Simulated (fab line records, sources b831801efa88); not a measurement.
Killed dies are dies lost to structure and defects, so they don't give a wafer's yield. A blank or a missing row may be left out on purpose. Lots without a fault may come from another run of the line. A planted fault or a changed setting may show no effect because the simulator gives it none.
Problem report in the 8D (eight disciplines) form, filled by code | flow gf180mcu | the parts of the form that need people (team, actions taken, sign-off) are left out

1. THE PROBLEM
run_length_s at GF_STI_ETCH_13 reads a mean of 126.8 s on 4 wafers of 3 lots; wafers without a fault read 141.3 s with a standard deviation of 0.37. That is -39 standard deviations from the usual mean.
The step: etches the open film in CHF3/O2, stops on Si, target depth 282.31 nm, time 112.9 s.
First seen on wafer L891.2, day 5 01:41, on rie_diel-01. The record holds 36 wafers of 13 lots with a number at this step. Rule for "out", or "out of limits": more than 4 standard deviations from the usual mean. The other wafers with a number count as sound.

2. WHAT IT IS AND WHAT IT IS NOT
question                    | is                             | is not
which readings at this step | run_length_s, oes_product_au   | O2_flow_sccm, drypump_motor_current_A
which lots                  | L891, L896, L898               | L877, L878, L879, L880, L881, L882, L885, L886, L888, L900
which wafers of those lots  | L891.2, L896.1, L896.2, L898.1 | L891.4, L898.3
read on which tools         | rie_diel-01                    | rie_diel-02, rie_diel-03
when                        | from day 5 01:41               | up to then (28 sound wafers); but 4 sound wafers of L898, L900 came after

3. SUSPECTS, AND WHAT RULES EACH OUT
Counting: a tool at a process step up to the reading stays a suspect if it ran every lot that is out. Sound lots after the first of them don't rule it out here, since some wafers of a struck lot are sound.
- rie_diel-01 at GF_STI_ETCH_13 (etches the open film in CHF3/O2, stops on Si, target depth 282.31 nm, time 112.9 s): kept. It ran every lot that is out, first L891 (day 5 01:41); its last sound lot up to then is L888 (day 4 11:24). Its own readings are out on those wafers: oes_product_au, run_length_s.
Left after counting: rie_diel-01 at GF_STI_ETCH_13.

4. THE CAUSE (what the simulator had put in)
Process parameter drift: rie_diel-01, from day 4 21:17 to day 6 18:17, at GF_STI_ETCH_13. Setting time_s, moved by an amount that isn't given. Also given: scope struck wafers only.
Counting left only this tool.

5. THE CHAIN OF EFFECTS, in route order
Each row: a reading whose mean over the struck wafers that have a number lies more than 3 standard deviations from the usual. Only readings for which the record gives a usual standard deviation are gone through. hours: the time from each lot's start at the first step in this table that gives one to its start at this step, as a median over the lots. sigmas: the change in usual standard deviations.
hours | step            | reading                  | usual      | on struck wafers | change | sigmas
0     | GF_STI_ETCH_13  | oes_product_au           | 0.832 a.u. | 0.953            | +0.121 | +19
0     | GF_STI_ETCH_13  | run_length_s             | 141.3 s    | 126.8            | -14.5  | -39
0     | GF_STI_ETCH_13  | throttle_valve_pct       | 8.810 %    | 8.846            | +0.036 | +3.8
0     | GF_STI_STRIP_15 | oes_product_au           | 0.383 a.u. | 0.397            | +0.014 | +3.1
0     | GF_STI_STRIP_15 | strip_time_to_endpoint_s | 3.72 s     | 4.04             | +0.32  | +8.6
The process steps in it:
- GF_STI_ETCH_13: etches the open film in CHF3/O2, stops on Si, target depth 282.31 nm, time 112.9 s.
- GF_STI_STRIP_15: strips in O2/N2.

6. WHAT WOULD HAVE CAUGHT IT SOONER
In this record the first reading out of limits was taken at day 5 01:41, 4 hours after the fault began at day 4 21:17.
